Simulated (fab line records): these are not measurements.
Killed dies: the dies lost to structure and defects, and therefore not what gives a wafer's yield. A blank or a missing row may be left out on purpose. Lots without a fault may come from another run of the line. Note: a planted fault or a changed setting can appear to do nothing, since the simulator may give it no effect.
What tool caused it? -- flow gf180mcu -- 14 lots with 42 wafers sampled at 5 steps, on a route of 602 steps

== WHAT EACH GAUGE READ, for each wafer ==
GF_VT_IMPLANT_OVL_MEAS_07.
lot,measured,on,VT_IMPLANT_OVL (nm)
L725,day 5 15:25,overlay-02,0.4 -0.8 -0.8
L726,day 5 19:34,overlay-02,-1.5 -1.7 -1.3
L727,day 6 04:28,overlay-01,-1.2 -0.8 0.3
L735,day 8 11:26,overlay-02,0.3 -0.4 2.3
L737,day 8 17:58,overlay-01,-0.5 -0.9 -1.1
L738,day 9 00:10,overlay-01,-0.1 -1.3 -0.2
L739,day 9 06:37,overlay-02,0.3 0.1 -0.2
L741,day 9 18:44,overlay-01,-0.2 0.9 0.4
L742,day 10 00:52,overlay-02,0.2 -0.5 -0.4
L744,day 10 12:31,overlay-01,-0.7 -1.1 -0.4
L745,day 10 19:02,overlay-01,-2.3 -1.5 -1.7
L746,day 10 22:41,overlay-01,0.4 -0.4 2.3
L747,day 11 06:29,overlay-02,2.0 1.7 2.0
L748,day 11 14:43,overlay-02,-2.0 -1.1 -0.6

GF_PSD_OVL_MEAS_08.
lot,measured,on,PSD_OVL (nm)
L725,day 14 04:09,overlay-02,4.3 2.5 1.4
L726,day 14 13:02,overlay-02,1.9 0.4 1.4
L727,day 14 20:18,overlay-01,-0.2 1.1 -0.2
L735,day 18 00:26,overlay-02,0.7 1.5 0.4
L737,day 18 14:59,overlay-02,0.1 1.2 0.4
L738,day 18 21:52,overlay-01,2.3 2.3 2.1
L739,day 19 07:32,overlay-02,1.4 1.1 3.2
L741,day 19 21:02,overlay-02,-0.2 -0.7 -0.5
L742,day 20 06:08,overlay-02,0.3 0.9 1.4
L744,day 20 20:29,overlay-02,1.6 2.1 0.4
L745,day 21 04:48,overlay-01,-1.6 -0.3 -0.9
L746,day 21 13:14,overlay-02,-1.1 -2.7 0.2
L747,day 21 21:21,overlay-02,0.2 0.9 1.2
L748,day 22 08:02,overlay-02,1.9 1.5 2.3

GF_M1_CD_MEAS_14: target cd 230 nm.
lot,measured,on,cd-nm (nm)
L725,day 17 01:17,cd-sem-01,230.0 229.5 229.1
L726,day 17 11:00,cd-sem-01,231.9 231.7 231.2
L727,day 17 18:21,cd-sem-01,229.2 228.8 229.0
L735,day 21 04:08,cd-sem-01,229.8 228.9 229.3
L737,day 21 18:38,cd-sem-02,232.8 232.0 230.5
L738,day 22 02:16,cd-sem-01,229.9 229.6 230.9
L739,day 22 10:07,cd-sem-02,229.8 228.9 229.4
L741,day 22 23:40,cd-sem-02,229.6 229.9 230.0
L742,day 23 07:45,cd-sem-01,231.3 232.7 231.3
L744,day 23 22:28,cd-sem-02,233.0 232.3 231.9
L745,day 24 05:30,cd-sem-02,229.6 230.0 230.5
L746,day 24 13:49,cd-sem-02,231.5 231.8 231.5
L747,day 24 21:44,cd-sem-02,231.0 231.3 230.8
L748,day 25 08:37,cd-sem-01,230.9 231.6 231.3

== TOOL THAT RAN EACH LOT (tool first, then ch and the chambers of the sampled wafers, then the start) ==
lot,GF_HV_LDD_COAT_41,GF_HV_LDD_STRIP_49
L725,"litho-track-02 ch 0, day 11 21:57","plasma-asher-01 ch 0,1, day 12 08:02"
L726,"litho-track-01 ch 0, day 12 07:08","plasma-asher-04 ch 0,1, day 12 17:31"
L727,"litho-track-01 ch 0, day 12 13:57","plasma-asher-04 ch 0, day 13 00:14"
L735,"litho-track-03 ch 0, day 15 11:44","plasma-asher-01 ch 0,1, day 15 23:23"
L737,"litho-track-03 ch 0, day 16 01:26","plasma-asher-01 ch 0,1, day 16 12:58"
L738,"litho-track-01 ch 0, day 16 09:17","plasma-asher-04 ch 0,1, day 16 20:49"
L739,"litho-track-01 ch 0, day 16 16:38","plasma-asher-01 ch 0,1, day 17 04:43"
L741,"litho-track-01 ch 0, day 17 06:38","plasma-asher-01 ch 0,1, day 17 18:11"
L742,"litho-track-01 ch 0, day 17 14:14","plasma-asher-01 ch 0,1, day 18 02:28"
L744,"litho-track-01 ch 0, day 18 05:56","plasma-asher-04 ch 0,1, day 18 18:05"
L745,"litho-track-01 ch 0, day 18 13:29","plasma-asher-01 ch 0,1, day 19 01:46"
L746,"litho-track-01 ch 0, day 18 20:28","plasma-asher-04 ch 0,1, day 19 09:08"
L747,"litho-track-03 ch 0, day 19 05:47","plasma-asher-04 ch 0,1, day 19 18:05"
L748,"litho-track-03 ch 0, day 19 16:22","plasma-asher-04 ch 0,1, day 20 04:41"
- GF_HV_LDD_COAT_41: resist thk 1000 nm.
- GF_HV_LDD_STRIP_49: strips in O2/N2.

== AS READ BY THE TOOLS THEMSELVES (means over the sampled wafers that have a number; for cases with no such wafer, the mark the record gives instead) ==
GF_HV_LDD_COAT_41.
lot,tool,spin-speed-rpm (rpm)
L725,litho-track-02,2999.1
L726,litho-track-01,3000.3
L727,litho-track-01,3001.0
L735,litho-track-03,2877.0
L737,litho-track-03,2875.5
L738,litho-track-01,2997.4
L739,litho-track-01,2998.1
L741,litho-track-01,3000.6
L742,litho-track-01,2997.7
L744,litho-track-01,3000.8
L745,litho-track-01,3000.2
L746,litho-track-01,2999.3
L747,litho-track-03,3000.4
L748,litho-track-03,2997.7

GF_HV_LDD_STRIP_49.
lot,tool,drypump-motor-current-A (A),heater-power-w (W),oes-product-au (a.u.),strip-time-to-endpoint-s (s)
L725,plasma-asher-01,6.4,376,0.723,12.56
L726,plasma-asher-04,5.7,302,0.713,12.67
L727,plasma-asher-04,5.9,282,0.716,12.61
L735,plasma-asher-01,6.6,357,0.713,12.80
L737,plasma-asher-01,6.5,354,0.716,12.81
L738,plasma-asher-04,5.7,302,0.717,12.63
L739,plasma-asher-01,6.6,354,0.714,12.67
L741,plasma-asher-01,6.6,353,0.716,12.70
L742,plasma-asher-01,6.6,355,0.722,12.70
L744,plasma-asher-04,5.6,321,0.717,12.63
L745,plasma-asher-01,6.5,358,0.713,12.63
L746,plasma-asher-04,5.7,303,0.713,12.65
L747,plasma-asher-04,5.6,321,0.720,12.63
L748,plasma-asher-04,5.5,323,0.719,12.63

== THE ANSWER, worked out from the rows above alone ==
Rule: the usual values come from the lots themselves. The widest of any qualifying gaps counts: lots, ordered by their means at a reading, are off when they make up no more than a third of the lots, leave a main group of 4 or more, and stand apart from it by 3 or more times the standard deviation of that group's means. A main group whose means are all the same, to the digits that the tables above print for the reading, isn't used. A lot without any number at a reading at which 4 lots or more have one is off too. Where the step has rows for the other lots, those lots are counted as sound. After the gauges, taken in route order, come the tools' own readings; for these a lot's mean is taken, as printed above. The first step at which some lot is off is used, and at that step the reading that is off furthest; a lot without a number counts as furthest.
Off: L735, L737, at GF_HV_LDD_COAT_41 (spin-speed-rpm). Mean 2999.4 rpm and standard deviation 1.3 in the main group.
A tool fits if, at that step or a process step before it, it ran every lot that is off, and no sound lot after the first of them. No candidate that was tried fits.

== WHAT HAD BEEN PUT IN BY THE SIMULATOR ==
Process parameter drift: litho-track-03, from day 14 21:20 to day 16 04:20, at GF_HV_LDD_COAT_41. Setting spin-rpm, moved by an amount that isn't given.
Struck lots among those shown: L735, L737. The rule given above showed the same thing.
